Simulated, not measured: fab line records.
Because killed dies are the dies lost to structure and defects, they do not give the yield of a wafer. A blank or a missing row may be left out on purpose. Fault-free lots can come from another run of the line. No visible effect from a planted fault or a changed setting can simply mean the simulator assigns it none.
fab line records	flow sky130	part 1 of 2: steps 1 to 31 of 42
[record] lots = 5	wafers = 15	last-day = 49
route steps=708 shown SD_P@324 RES_XHIGH@332 SD_N@342 SALICIDE@361 LI_CONTACT@362
lots with no fault: from the same line, run without faults
start-h: the number of hours between the record's first day and the start of the first shown wafer of the lot	wait-h: time in hours since the lot's previous step	" the same as in the row above	L1.1+2: a row that stands for several wafers	- either no value or no given start	* or withheld: withheld	< > ~ a bound
route shown NAME@n: a module of which the file shows steps, and the number in the route of the first	usual: mean and standard deviation over wafers with no fault	same: alike in all rows	chamber/n: place in a boat	sites: readings site by site	_std_site: standard deviation of those values	_edge_site: the outer-site mean with the inner-site mean subtracted	radius-mm: for every site, how far away it sits from the centre of the wafer	mask NAME#n: copy n	behind: the most recent tool/chamber to have shaped the wafer	hold: what put the lot on hold/how long, in hours/how the hold closed	device: names the non-switching transistor (n, p or np)	end of line: at the end of the route, the tests of the same wafers	a step with no rows: only its recipe	killed: count of dies lost to structure and defects at first sort (not the wafer's yield)	map: the dies of a wafer, with x for killed, . for not killed, _ for no die there
set.NAME: the setting as run; set.NAME@STEP: as run at that earlier step	model.NAME: the simulator's own value behind a step, which no gauge read
a table for each step, a row for each wafer; lots at some steps of the route
services: from which hour (start-h, from the record's first day; less than 0 if before it) a tool's chamber was out of use, for how many hours, and why
[[steps]]
[step SKY_SD_P_EXPOSE_04]
[recipe] mask-id = PSDM	na = 0.6	source-shape = conventional	sigma-outer = 0.6	polarization = unpolarized	target-cd-nm = 380	dose-mj = 138
[usual] stage-vel-mm-s = 500.01/0.23
lot.wafer	tool	chamber	start-h	wait-h	mask	stage-vel-mm-s
L074.1	iline-stepper-02	0	-	-	PSDM#0	499.88
L074.4	"	0	"	"	PSDM#0	499.80
L074.5	"	0	"	"	PSDM#0	500.00
L084.1	iline-stepper-01	0	-	-	PSDM#0	500.13
L084.2	"	0	"	"	PSDM#0	499.58
L084.4	"	0	"	"	PSDM#0	500.15
L087.1	iline-stepper-01	0	-	-	PSDM#0	500.41
L087.4	"	0	"	"	PSDM#0	500.42
L087.5	"	0	"	"	PSDM#0	500.18
L090.1	iline-stepper-02	0	-	-	PSDM#0	500.36
L090.2	"	0	"	"	PSDM#0	500.03
L090.3	"	0	"	"	PSDM#0	500.27
L091.1	iline-stepper-01	0	-	-	PSDM#0	499.94
L091.3	"	0	"	"	PSDM#0	499.90
L091.4	"	0	"	"	PSDM#0	500.20
[step SKY_SD_P_PEB_05]
[recipe] temp-c = withheld	time-s = *	resist = NOVOLAK
lot.wafer	tool	chamber	start-h	wait-h
L074.1+4+5	litho-track-01	0	-	-
L084.1+2+4	litho-track-03	0	-	-
L087.1+4+5	litho-track-04	0	-	-
L090.1+2+3	litho-track-04	0	-	-
L091.1+3+4	litho-track-04	0	-	-
[step SKY_SD_P_DEVELOP_06]
[recipe] resist = NOVOLAK	developer = TMAH	develop-time-s = 60	dev-temp-c = 23
lot.wafer	tool	chamber	start-h	wait-h
L074.1+4+5	litho-track-01	0	591.44	0.1
L084.1+2+4	litho-track-03	0	681.66	0.1
L087.1+4+5	litho-track-04	0	712.07	0.1
L090.1+2+3	litho-track-04	0	729.17	0.1
L091.1+3+4	litho-track-04	0	731.27	0.1
[step SKY_SD_P_CD_MEAS_07]
[recipe] target-cd-nm = 380
[usual] cd-nm = 380.0/2.6
lot.wafer	tool	chamber	start-h	wait-h	cd-nm
L074.1	cd-sem-01	-	591.59	0.1	383.0
L074.4	"	-	"	"	379.9
L074.5	"	-	"	"	381.1
L084.1	cd-sem-01	-	681.81	0.1	380.9
L084.2	"	-	"	"	381.0
L084.4	"	-	"	"	380.1
L087.1	cd-sem-02	-	712.22	0.1	379.5
L087.4	"	-	"	"	378.9
L087.5	"	-	"	"	379.3
L090.1	cd-sem-02	-	729.32	0.1	383.2
L090.2	"	-	"	"	383.6
L090.3	"	-	"	"	381.0
L091.1	cd-sem-01	-	731.42	0.1	380.1
L091.3	"	-	"	"	378.2
L091.4	"	-	"	"	378.6
[step SKY_SD_P_OVL_MEAS_08]
[usual] SD_P_OVL = -0.7/1.2
lot.wafer	tool	chamber	start-h	wait-h	SD_P_OVL[nm]
L074.1	overlay-02	-	591.71	0.1	-0.3
L074.4	"	-	"	"	0.0
L074.5	"	-	"	"	-1.1
L084.1	overlay-01	-	681.93	0.1	1.9
L084.2	"	-	"	"	1.0
L084.4	"	-	"	"	-0.9
L087.1	overlay-01	-	712.34	0.1	-0.5
L087.4	"	-	"	"	-1.4
L087.5	"	-	"	"	-0.2
L090.1	overlay-02	-	729.44	0.1	-0.5
L090.2	"	-	"	"	-1.6
L090.3	"	-	"	"	-1.5
L091.1	overlay-01	-	731.54	0.1	-2.5
L091.3	"	-	"	"	-0.9
L091.4	"	-	"	"	-1.7
[step SKY_SD_P_IMPLANT_09]
[recipe] species = BF2	energy-kev = 20	dose-cm2 = 2.98e+15	tilt-deg = 0
[usual] end-station-pressure-torr = 1.36e-05/1.1e-06
lot.wafer	tool	chamber	start-h	wait-h	end-station-pressure-torr
L074.1	implanter-03	0	591.75	0.0	1.19e-05
L074.4	"	0	"	"	1.24e-05
L074.5	"	0	"	"	1.21e-05
L084.1	implanter-02	0	682.03	0.1	1.57e-05
L084.2	"	0	"	"	1.32e-05
L084.4	"	0	"	"	1.48e-05
L087.1	implanter-02	0	712.38	0.0	1.48e-05
L087.4	"	0	"	"	1.34e-05
L087.5	"	0	"	"	1.35e-05
L090.1	implanter-03	0	729.48	0.0	1.27e-05
L090.2	"	0	"	"	1.26e-05
L090.3	"	0	"	"	1.33e-05
L091.1	implanter-03	0	731.58	0.0	1.25e-05
L091.3	"	0	"	"	1.31e-05
L091.4	"	0	"	"	1.23e-05
[step SKY_SD_P_STRIP_10]
[recipe] chemistry = O2/N2	power-w = 1400	pressure-mtorr = 1500	platen-temp-c = withheld	o2-flow-sccm = 3000	n2-flow-sccm = 300	overash-fraction = 0.5
[usual] drypump-motor-current-A = 5.8/0.5	oes-product-au = 0.618/0.0048	strip-time-to-endpoint-s = 17.49/0.044
lot.wafer	tool	chamber	start-h	wait-h	drypump-motor-current-A	oes-product-au	rf-hours-counter-h	strip-time-to-endpoint-s
L074.1	plasma-asher-02	0	591.90	0.1	5.2	0.613	90	17.54
L074.4	"	0	"	"	5.2	0.624	-	17.46
L074.5	"	0	"	"	5.2	0.614	-	17.50
L084.1	plasma-asher-02	0	682.18	0.1	5.2	0.619	99	17.46
L084.2	"	1	"	"	5.9	0.620	99	17.44
L084.4	"	0	"	"	5.2	0.625	-	17.42
L087.1	plasma-asher-01	1	712.53	0.1	5.7	0.623	58	17.46
L087.4	"	0	"	"	5.5	0.626	-	17.53
L087.5	"	1	"	"	5.7	0.620	-	17.48
L090.1	plasma-asher-03	0	729.63	0.1	6.7	0.616	30	17.51
L090.2	"	1	"	"	5.8	0.619	30	17.49
L090.3	"	1	"	"	5.8	0.621	-	17.53
L091.1	plasma-asher-01	0	731.73	0.1	5.5	0.624	60	17.52
L091.3	"	1	"	"	5.8	0.619	-	17.47
L091.4	"	0	"	"	5.5	0.608	-	17.45
[step SKY_SD_P_TW_MEAS_11]
[usual] SD_P_TW = 2831/13
lot.wafer	tool	chamber	start-h	wait-h	SD_P_TW
L074.1	film-metro-04	-	592.00	0.1	2843
L074.4	"	-	"	"	2829
L074.5	"	-	"	"	2842
L084.1	film-metro-03	-	682.28	0.1	2833
L084.2	"	-	"	"	2821
L084.4	"	-	"	"	2821
L087.1	film-metro-04	-	712.63	0.1	2840
L087.4	"	-	"	"	2853
L087.5	"	-	"	"	2853
L090.1	film-metro-03	-	729.73	0.1	2831
L090.2	"	-	"	"	2822
L090.3	"	-	"	"	2821
L091.1	film-metro-03	-	731.83	0.1	2833
L091.3	"	-	"	"	2821
L091.4	"	-	"	"	2826
[step SKY_RES_XHIGH_DEHYDRATE_00]
[recipe] temp-c = 200	time-s = 60
lot.wafer	tool	chamber	start-h	wait-h
L074.1+4+5	litho-track-01	0	605.24	13.2
L084.1+2+4	litho-track-01	0	696.14	13.9
L087.1+4+5	litho-track-01	0	726.19	13.6
L090.1+2+3	litho-track-01	0	742.49	12.8
L091.1+3+4	litho-track-01	0	744.79	13.0
[step SKY_RES_XHIGH_HMDS_01]
[recipe] prime-time-s = 60	prime-temp-c = 120
[same] prime-time-s = 60
lot.wafer	tool	chamber	start-h	wait-h
L074.1+4+5	litho-track-01	0	605.39	0.1
L084.1+2+4	litho-track-01	0	696.29	0.1
L087.1+4+5	litho-track-01	0	726.34	0.1
L090.1+2+3	litho-track-01	0	742.64	0.1
L091.1+3+4	litho-track-01	0	744.94	0.1
[step SKY_RES_XHIGH_COAT_02]
[recipe] resist = NOVOLAK	spin-rpm = 3000	resist-thk-nm = 1140
lot.wafer	tool	chamber	start-h	wait-h
L074.1+4+5	litho-track-01	0	605.54	0.1
L084.1+2+4	litho-track-01	0	696.44	0.1
L087.1+4+5	litho-track-01	0	726.49	0.1
L090.1+2+3	litho-track-01	0	742.79	0.1
L091.1+3+4	litho-track-01	0	745.09	0.1
[step SKY_RES_XHIGH_SOFTBAKE_03]
[recipe] temp-c = 90	time-s = 60	resist = NOVOLAK
lot.wafer	tool	chamber	start-h	wait-h
L074.1+4+5	litho-track-01	0	605.69	0.1
L084.1+2+4	litho-track-01	0	696.59	0.1
L087.1+4+5	litho-track-01	0	726.64	0.1
L090.1+2+3	litho-track-01	0	742.94	0.1
L091.1+3+4	litho-track-01	0	745.24	0.1
[step SKY_RES_XHIGH_EXPOSE_04]
[recipe] mask-id = URPM	na = 0.6	source-shape = conventional	sigma-outer = 0.6	polarization = unpolarized	target-cd-nm = 1270	dose-mj = 140
[usual] stage-vel-mm-s = 499.98/0.24
lot.wafer	tool	chamber	start-h	wait-h	mask	stage-vel-mm-s
L074.1	iline-stepper-01	0	-	-	URPM#0	500.37
L074.4	"	0	"	"	URPM#0	500.12
L074.5	"	0	"	"	URPM#0	500.08
L084.1	iline-stepper-01	0	-	-	URPM#0	499.61
L084.2	"	0	"	"	URPM#0	500.19
L084.4	"	0	"	"	URPM#0	499.86
L087.1	iline-stepper-01	0	-	-	URPM#0	499.58
L087.4	"	0	"	"	URPM#0	499.75
L087.5	"	0	"	"	URPM#0	499.66
L090.1	iline-stepper-01	0	-	-	URPM#0	499.83
L090.2	"	0	"	"	URPM#0	499.92
L090.3	"	0	"	"	URPM#0	500.07
L091.1	iline-stepper-01	0	-	-	URPM#0	499.95
L091.3	"	0	"	"	URPM#0	500.05
L091.4	"	0	"	"	URPM#0	500.04
[step SKY_RES_XHIGH_PEB_05]
[recipe] temp-c = withheld	time-s = *	resist = NOVOLAK
lot.wafer	tool	chamber	start-h	wait-h
L074.1+4+5	litho-track-02	0	-	-
L084.1+2+4	litho-track-04	0	-	-
L087.1+4+5	litho-track-04	0	-	-
L090.1+2+3	litho-track-04	0	-	-
L091.1+3+4	litho-track-04	0	-	-
[step SKY_RES_XHIGH_DEVELOP_06]
[recipe] resist = NOVOLAK	developer = TMAH	develop-time-s = 60	dev-temp-c = 23
lot.wafer	tool	chamber	start-h	wait-h
L074.1+4+5	litho-track-02	0	620.23	0.1
L084.1+2+4	litho-track-04	0	710.22	0.1
L087.1+4+5	litho-track-04	0	739.52	0.1
L090.1+2+3	litho-track-04	0	757.32	0.1
L091.1+3+4	litho-track-04	0	758.82	0.1
[step SKY_RES_XHIGH_IMPLANT_07]
[recipe] species = BF2	energy-kev = 20	dose-cm2 = 3.6e+14	tilt-deg = 0
[usual] end-station-pressure-torr = 5.27e-06/2.9e-07
lot.wafer	tool	chamber	start-h	wait-h	end-station-pressure-torr
L074.1	implanter-03	0	620.38	0.1	5.76e-06
L074.4	"	0	"	"	5.32e-06
L074.5	"	0	"	"	4.97e-06
L084.1	implanter-04	0	710.37	0.1	4.63e-06
L084.2	"	0	"	"	4.86e-06
L084.4	"	0	"	"	5.63e-06
L087.1	implanter-03	0	739.67	0.1	5.16e-06
L087.4	"	0	"	"	5.48e-06
L087.5	"	0	"	"	5.41e-06
L090.1	implanter-04	0	757.47	0.1	4.82e-06
L090.2	"	0	"	"	5.4e-06
L090.3	"	0	"	"	5.35e-06
L091.1	implanter-04	0	758.97	0.1	4.98e-06
L091.3	"	0	"	"	5.36e-06
L091.4	"	0	"	"	5.21e-06
[step SKY_RES_XHIGH_STRIP_08]
[recipe] chemistry = O2/N2	power-w = 1400	pressure-mtorr = 1500	platen-temp-c = withheld	o2-flow-sccm = 3000	n2-flow-sccm = 300	overash-fraction = 0.5
[usual] drypump-motor-current-A = 5.60/0.28	oes-product-au = 0.711/0.0045	strip-time-to-endpoint-s = 14.27/0.039
lot.wafer	tool	chamber	start-h	wait-h	drypump-motor-current-A	oes-product-au	rf-hours-counter-h	strip-time-to-endpoint-s
L074.1	plasma-asher-01	1	620.53	0.1	5.76	0.714	50	14.30
L074.4	"	1	"	"	5.78	0.711	-	14.29
L074.5	"	0	"	"	5.49	0.720	-	14.30
L084.1	plasma-asher-02	0	710.52	0.1	5.20	0.710	102	14.31
L084.2	"	1	"	"	5.92	0.709	102	14.33
L084.4	"	0	"	"	5.21	0.701	-	14.31
L087.1	plasma-asher-01	1	739.82	0.1	5.77	0.714	61	14.25
L087.4	"	1	"	"	5.75	0.713	-	14.25
L087.5	"	1	"	"	5.75	0.707	-	14.25
L090.1	plasma-asher-02	1	757.62	0.1	5.92	0.715	1	14.26
L090.2	"	0	"	"	5.20	0.713	1	14.24
L090.3	"	1	"	"	5.93	0.715	-	14.24
L091.1	plasma-asher-01	0	759.12	0.1	5.48	0.703	63	14.20
L091.3	"	1	"	"	5.73	0.707	-	14.20
L091.4	"	0	"	"	5.49	0.706	-	14.16
[step SKY_RES_XHIGH_TW_MEAS_09]
[usual] RES_XHIGH_TW = 1643/6.5
lot.wafer	tool	chamber	start-h	wait-h	RES_XHIGH_TW
L074.1	film-metro-03	-	620.63	0.1	1651
L074.4	"	-	"	"	1652
L074.5	"	-	"	"	1641
L084.1	film-metro-04	-	710.62	0.1	1650
L084.2	"	-	"	"	1654
L084.4	"	-	"	"	1655
L087.1	film-metro-01	-	739.92	0.1	1651
L087.4	"	-	"	"	1647
L087.5	"	-	"	"	1643
L090.1	film-metro-03	-	757.72	0.1	1645
L090.2	"	-	"	"	1647
L090.3	"	-	"	"	1646
L091.1	film-metro-04	-	759.22	0.1	1649
L091.3	"	-	"	"	1646
L091.4	"	-	"	"	1643
[step SKY_SD_N_DEHYDRATE_00]
[recipe] temp-c = 200	time-s = 60
lot.wafer	tool	chamber	start-h	wait-h
L074.1+4+5	litho-track-03	0	634.16	13.5
L084.1+2+4	litho-track-03	0	724.26	13.6
L087.1+4+5	litho-track-04	0	753.27	13.3
L090.1+2+3	litho-track-02	0	769.98	12.2
L091.1+3+4	litho-track-02	0	771.18	11.9
[step SKY_SD_N_HMDS_01]
[recipe] prime-time-s = 60	prime-temp-c = 120
[same] prime-time-s = 60
lot.wafer	tool	chamber	start-h	wait-h
L074.1+4+5	litho-track-03	0	634.31	0.1
L084.1+2+4	litho-track-03	0	724.41	0.1
L087.1+4+5	litho-track-04	0	753.42	0.1
L090.1+2+3	litho-track-02	0	770.13	0.1
L091.1+3+4	litho-track-02	0	771.33	0.1
[step SKY_SD_N_COAT_02]
[recipe] resist = NOVOLAK	spin-rpm = 3000	resist-thk-nm = 1140
lot.wafer	tool	chamber	start-h	wait-h
L074.1+4+5	litho-track-03	0	634.46	0.1
L084.1+2+4	litho-track-03	0	724.56	0.1
L087.1+4+5	litho-track-04	0	753.57	0.1
L090.1+2+3	litho-track-02	0	770.28	0.1
L091.1+3+4	litho-track-02	0	771.48	0.1
[step SKY_SD_N_SOFTBAKE_03]
[recipe] temp-c = 90	time-s = 60	resist = NOVOLAK
lot.wafer	tool	chamber	start-h	wait-h
L074.1+4+5	litho-track-03	0	634.61	0.1
L084.1+2+4	litho-track-03	0	724.71	0.1
L087.1+4+5	litho-track-04	0	753.72	0.1
L090.1+2+3	litho-track-02	0	770.43	0.1
L091.1+3+4	litho-track-02	0	771.63	0.1
[step SKY_SD_N_EXPOSE_04]
[recipe] mask-id = NSDM	na = 0.6	source-shape = conventional	sigma-outer = 0.6	polarization = unpolarized	target-cd-nm = 380	dose-mj = 141
[usual] stage-vel-mm-s = 500.00/0.28
lot.wafer	tool	chamber	start-h	wait-h	mask	stage-vel-mm-s
L074.1	iline-stepper-02	0	-	-	NSDM#0	499.89
L074.4	"	0	"	"	NSDM#0	500.12
L074.5	"	0	"	"	NSDM#0	500.16
L084.1	iline-stepper-02	0	-	-	NSDM#0	500.17
L084.2	"	0	"	"	NSDM#0	500.12
L084.4	"	0	"	"	NSDM#0	500.10
L087.1	iline-stepper-01	0	-	-	NSDM#0	500.01
L087.4	"	0	"	"	NSDM#0	500.74
L087.5	"	0	"	"	NSDM#0	500.52
L090.1	iline-stepper-01	0	-	-	NSDM#0	499.68
L090.2	"	0	"	"	NSDM#0	499.96
L090.3	"	0	"	"	NSDM#0	499.93
L091.1	iline-stepper-01	0	-	-	NSDM#0	499.42
L091.3	"	0	"	"	NSDM#0	499.95
L091.4	"	0	"	"	NSDM#0	499.81
[step SKY_SD_N_PEB_05]
[recipe] temp-c = withheld	time-s = *	resist = NOVOLAK
lot.wafer	tool	chamber	start-h	wait-h
L074.1+4+5	litho-track-04	0	-	-
L084.1+2+4	litho-track-03	0	-	-
L087.1+4+5	litho-track-02	0	-	-
L090.1+2+3	litho-track-04	0	-	-
L091.1+3+4	litho-track-03	0	-	-
[step SKY_SD_N_DEVELOP_06]
[recipe] resist = NOVOLAK	developer = TMAH	develop-time-s = 60	dev-temp-c = 23
lot.wafer	tool	chamber	start-h	wait-h
L074.1+4+5	litho-track-04	0	648.47	0.1
L084.1+2+4	litho-track-03	0	737.86	0.1
L087.1+4+5	litho-track-02	0	766.73	0.1
L090.1+2+3	litho-track-04	0	784.22	0.1
L091.1+3+4	litho-track-03	0	785.06	0.1
[step SKY_SD_N_CD_MEAS_07]
[recipe] target-cd-nm = 380
[usual] cd-nm = 379.8/2.2
lot.wafer	tool	chamber	start-h	wait-h	cd-nm
L074.1	cd-sem-02	-	648.62	0.1	375.7
L074.4	"	-	"	"	376.9
L074.5	"	-	"	"	376.0
L084.1	cd-sem-02	-	738.01	0.1	381.7
L084.2	"	-	"	"	378.2
L084.4	"	-	"	"	382.1
L087.1	cd-sem-02	-	766.88	0.1	380.3
L087.4	"	-	"	"	380.9
L087.5	"	-	"	"	378.6
L090.1	cd-sem-01	-	784.37	0.1	382.0
L090.2	"	-	"	"	379.3
L090.3	"	-	"	"	379.5
L091.1	cd-sem-02	-	785.21	0.1	381.2
L091.3	"	-	"	"	383.1
L091.4	"	-	"	"	381.5
[step SKY_SD_N_OVL_MEAS_08]
[usual] SD_N_OVL = -1.5/1.4
lot.wafer	tool	chamber	start-h	wait-h	SD_N_OVL[nm]
L074.1	overlay-02	-	648.74	0.1	-3.5
L074.4	"	-	"	"	-1.1
L074.5	"	-	"	"	-2.7
L084.1	overlay-01	-	738.13	0.1	-2.6
L084.2	"	-	"	"	-1.5
L084.4	"	-	"	"	-2.2
L087.1	overlay-01	-	767.00	0.1	-2.7
L087.4	"	-	"	"	-1.7
L087.5	"	-	"	"	-2.2
L090.1	overlay-02	-	784.49	0.1	-1.4
L090.2	"	-	"	"	-4.2
L090.3	"	-	"	"	-1.8
L091.1	overlay-01	-	785.33	0.1	-1.7
L091.3	"	-	"	"	-0.3
L091.4	"	-	"	"	-0.3
[step SKY_SD_N_IMPLANT_09]
[recipe] species = As	energy-kev = 50	dose-cm2 = 4e+15	tilt-deg = 0
[usual] end-station-pressure-torr = 1.33e-05/7e-07
lot.wafer	tool	chamber	start-h	wait-h	end-station-pressure-torr
L074.1	implanter-01	0	648.78	0.0	1.38e-05
L074.4	"	0	"	"	1.18e-05
L074.5	"	0	"	"	1.35e-05
L084.1	implanter-02	0	738.17	0.0	1.32e-05
L084.2	"	0	"	"	1.42e-05
L084.4	"	0	"	"	1.35e-05
L087.1	implanter-02	0	767.03	0.0	1.3e-05
L087.4	"	0	"	"	1.33e-05
L087.5	"	0	"	"	1.42e-05
L090.1	implanter-04	0	784.53	0.0	1.29e-05
L090.2	"	0	"	"	1.29e-05
L090.3	"	0	"	"	1.28e-05
L091.1	implanter-01	0	785.37	0.0	1.3e-05
L091.3	"	0	"	"	1.33e-05
L091.4	"	0	"	"	1.29e-05
[step SKY_SD_N_IMPLANT_10]
[recipe] species = P	energy-kev = 20	dose-cm2 = 1e+14	tilt-deg = 0
[usual] end-station-pressure-torr = 5.4e-06/2.7e-07
lot.wafer	tool	chamber	start-h	wait-h	end-station-pressure-torr
L074.1	implanter-01	0	648.93	0.1	5.12e-06
L074.4	"	0	"	"	5.65e-06
L074.5	"	0	"	"	5.61e-06
L084.1	implanter-02	0	738.32	0.1	5.69e-06
L084.2	"	0	"	"	5.28e-06
L084.4	"	0	"	"	5.42e-06
L087.1	implanter-02	0	767.18	0.1	5.38e-06
L087.4	"	0	"	"	5.03e-06
L087.5	"	0	"	"	5.22e-06
L090.1	implanter-04	0	784.68	0.1	5.54e-06
L090.2	"	0	"	"	5.06e-06
L090.3	"	0	"	"	4.85e-06
L091.1	implanter-01	0	785.52	0.1	5.54e-06
L091.3	"	0	"	"	5.39e-06
L091.4	"	0	"	"	4.86e-06
[step SKY_SD_N_STRIP_11]
[recipe] chemistry = O2/N2	power-w = 1400	pressure-mtorr = 1500	platen-temp-c = withheld	o2-flow-sccm = 3000	n2-flow-sccm = 300	overash-fraction = 0.5
[usual] drypump-motor-current-A = 6.0/0.5	oes-product-au = 0.527/0.0046	strip-time-to-endpoint-s = 22.54/0.045
lot.wafer	tool	chamber	start-h	wait-h	drypump-motor-current-A	oes-product-au	rf-hours-counter-h	strip-time-to-endpoint-s
L074.1	plasma-asher-03	0	649.08	0.1	6.7	0.525	22	22.57
L074.4	"	0	"	"	6.7	0.520	-	22.54
L074.5	"	1	"	"	5.8	0.525	-	22.58
L084.1	plasma-asher-01	1	738.47	0.1	5.8	0.528	61	22.49
L084.2	"	0	"	"	5.5	0.531	61	22.51
L084.4	"	1	"	"	5.8	0.527	-	22.50
L087.1	plasma-asher-03	0	767.33	0.1	6.8	0.518	33	22.48
L087.4	"	0	"	"	6.8	0.534	-	22.58
L087.5	"	0	"	"	6.8	0.530	-	22.57
L090.1	plasma-asher-01	0	784.83	0.1	5.5	0.525	66	22.48
L090.2	"	1	"	"	5.8	0.525	66	22.50
L090.3	"	0	"	"	5.5	0.527	-	22.50
L091.1	plasma-asher-04	0	785.67	0.1	5.3	0.526	95	22.57
L091.3	"	1	"	"	5.9	0.528	-	22.58
L091.4	"	0	"	"	5.3	0.533	-	22.62
[step SKY_SD_N_TW_MEAS_12]
[usual] SD_N_TW = 3998/21
lot.wafer	tool	chamber	start-h	wait-h	SD_N_TW
L074.1	film-metro-03	-	649.18	0.1	3975
L074.4	"	-	"	"	3971
L074.5	"	-	"	"	3973
L084.1	film-metro-04	-	738.57	0.1	4012
L084.2	"	-	"	"	4008
L084.4	"	-	"	"	3984
L087.1	film-metro-01	-	767.43	0.1	3975
L087.4	"	-	"	"	3985
L087.5	"	-	"	"	3974
L090.1	film-metro-01	-	784.93	0.1	3992
L090.2	"	-	"	"	4003
L090.3	"	-	"	"	4011
L091.1	film-metro-01	-	785.77	0.1	4031
L091.3	"	-	"	"	4016
L091.4	"	-	"	"	4026
